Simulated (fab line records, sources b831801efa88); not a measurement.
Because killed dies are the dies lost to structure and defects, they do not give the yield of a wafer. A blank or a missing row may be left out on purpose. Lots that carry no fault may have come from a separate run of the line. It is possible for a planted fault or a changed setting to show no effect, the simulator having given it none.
Which of the tools did it?	flow sky130	36 wafers from 12 lots sampled at 3 of the route's 708 steps

== WHAT EACH GAUGE READ, for each wafer ==
SKY_VIA4_THK_MEAS_20: measures by xrf. Usual: for VIA4_W_THK the level is 524 nm and the standard deviation is 7.2.
lot	measured	on	VIA4_W_THK (nm)	flag
L261	day 42 21:17	film_metro-01	530 528 513	
L262	day 43 07:53	film_metro-03	528 530 524	
L264	day 44 06:52	film_metro-01	534 525 520	
L265	day 44 04:33	film_metro-01	534 534 526	
L266	day 44 13:26	film_metro-03	524 515 512	
L267	day 44 22:58	film_metro-04	528 525 522	
L268	day 45 02:53	film_metro-04	539 529 536	
L269	day 45 09:42	film_metro-01	515 529 517	
L270	day 45 11:41	film_metro-03	522 521 513	
L274	day 46 13:39	film_metro-04	527 526 527	
L280	day 47 16:21	film_metro-01	535 531 533	
L281	day 47 22:34	film_metro-01	525 522 524	

== WHAT TOOL EACH LOT RAN ON (gives the tool, then ch and the chambers of the sampled wafers, and finally the start) ==
lot	SKY_FIELD_ISO_ETCH_17	SKY_VIA4_CVD_18
L261	rie_si-01 ch 0,1, day 2 04:32	cvd_w-01 ch 0,1, day 42 21:02
L262	rie_si-01 ch 1,2,3, day 2 11:03	cvd_w-02 ch 0,1, day 43 07:37
L264	rie_si-01 ch 1,2, day 2 20:48	cvd_w-01 ch 0,1, day 44 06:35
L265	rie_si-02 ch 0,1,2, day 3 00:59	cvd_w-01 ch 0,1, day 44 04:18
L266	rie_si-01 ch 1,3, day 3 06:26	cvd_w-01 ch 0,1, day 44 13:10
L267	rie_si-01 ch 0,2, day 3 14:30	cvd_w-02 ch 0,1, day 44 22:41
L268	rie_si-02 ch 1,3, day 3 17:03	cvd_w-02 ch 0,1, day 45 02:37
L269	rie_si-01 ch 0,1,2, day 3 22:01	cvd_w-01 ch 0,1, day 45 09:28
L270	rie_si-02 ch 1,2, day 4 03:39	cvd_w-01 ch 0,1, day 45 11:25
L274	rie_si-01 ch 0,1,2, day 5 00:17	cvd_w-02 ch 0,1, day 46 13:22
L280	rie_si-01 ch 0,2,3, day 6 07:33	cvd_w-02 ch 0,1, day 47 16:05
L281	rie_si-02 ch 0,1,2, day 6 16:03	cvd_w-02 ch 0,1, day 47 22:20
- SKY_FIELD_ISO_ETCH_17: etches Si in HBr/Cl2/O2, target depth 342 nm, time 97.7 s.
- SKY_VIA4_CVD_18: deposits W, target thk 505 nm, time 152.14 s.

== WHAT THE TOOLS THEMSELVES READ (means of the sampled wafers that have a number; where no wafer has one, the mark that the record gives instead) ==
SKY_FIELD_ISO_ETCH_17. Usual: O2_flow_sccm 6.001 sccm, standard deviation 0.018; drypump_motor_current_A 5.8 A, standard deviation 0.6; oes_product_au 0.999 a.u., standard deviation 0.011; throttle_valve_pct 25.658 %, standard deviation 0.01.
lot	tool	O2_flow_sccm (sccm)	drypump_motor_current_A (A)	oes_product_au (a.u.)	throttle_valve_pct (%)	flag
L261	rie_si-01	6.005	6.3	1.001	25.651	
L262	rie_si-01	5.986	5.7	0.997	25.663	
L264	rie_si-01	5.982	5.9	0.986	25.660	
L265	rie_si-02	6.009	6.2	0.999	25.658	
L266	rie_si-01	6.007	6.0	0.997	25.662	
L267	rie_si-01	6.016	5.7	1.002	25.663	
L268	rie_si-02	5.986	5.5	1.011	25.654	
L269	rie_si-01	6.006	6.0	1.000	25.654	
L270	rie_si-02	5.989	6.5	0.998	25.656	
L274	rie_si-01	6.016	6.0	0.995	25.664	
L280	rie_si-01	5.991	5.4	0.996	25.664	
L281	rie_si-02	5.973	6.2	1.001	25.664	

SKY_VIA4_CVD_18. Usual: chamber_pressure_Torr 40.01 Torr, standard deviation 0.084; heater_power_outer_w 532 W, standard deviation 20; heater_power_w 897 W, standard deviation 53.
lot	tool	chamber_pressure_Torr (Torr)	heater_power_outer_w (W)	heater_power_w (W)	flag
L261	cvd_w-01	40.05	550	938	
L262	cvd_w-02	40.06	526	840	
L264	cvd_w-01	39.91	552	943	
L265	cvd_w-01	39.99	543	947	
L266	cvd_w-01	40.05	526	936	
L267	cvd_w-02	39.99	527	880	
L268	cvd_w-02	40.03	529	855	
L269	cvd_w-01	40.01	542	918	
L270	cvd_w-01	40.07	548	938	
L274	cvd_w-02	40.00	528	848	
L280	cvd_w-02	40.00	532	864	
L281	cvd_w-02	40.17	523	884	

== THE ANSWER, worked out from the rows above alone ==
Rule: take the mean of a lot's wafers that have a number; if it is more than 3 standard deviations from the usual mean, the lot is off. Also off: a lot with no number at a reading for which 4 or more lots have one. Any other lot the step has rows for is counted as sound. The gauges are gone through in route order, then the tools' own readings, and for those a lot's mean is taken as printed above. At the first step where some lot is off, the reading lying furthest off is the one used; lots without a number count as furthest.
None of the lots is off at any reading shown; this tells nothing.

== WHAT THE SIMULATOR HAD INSERTED ==
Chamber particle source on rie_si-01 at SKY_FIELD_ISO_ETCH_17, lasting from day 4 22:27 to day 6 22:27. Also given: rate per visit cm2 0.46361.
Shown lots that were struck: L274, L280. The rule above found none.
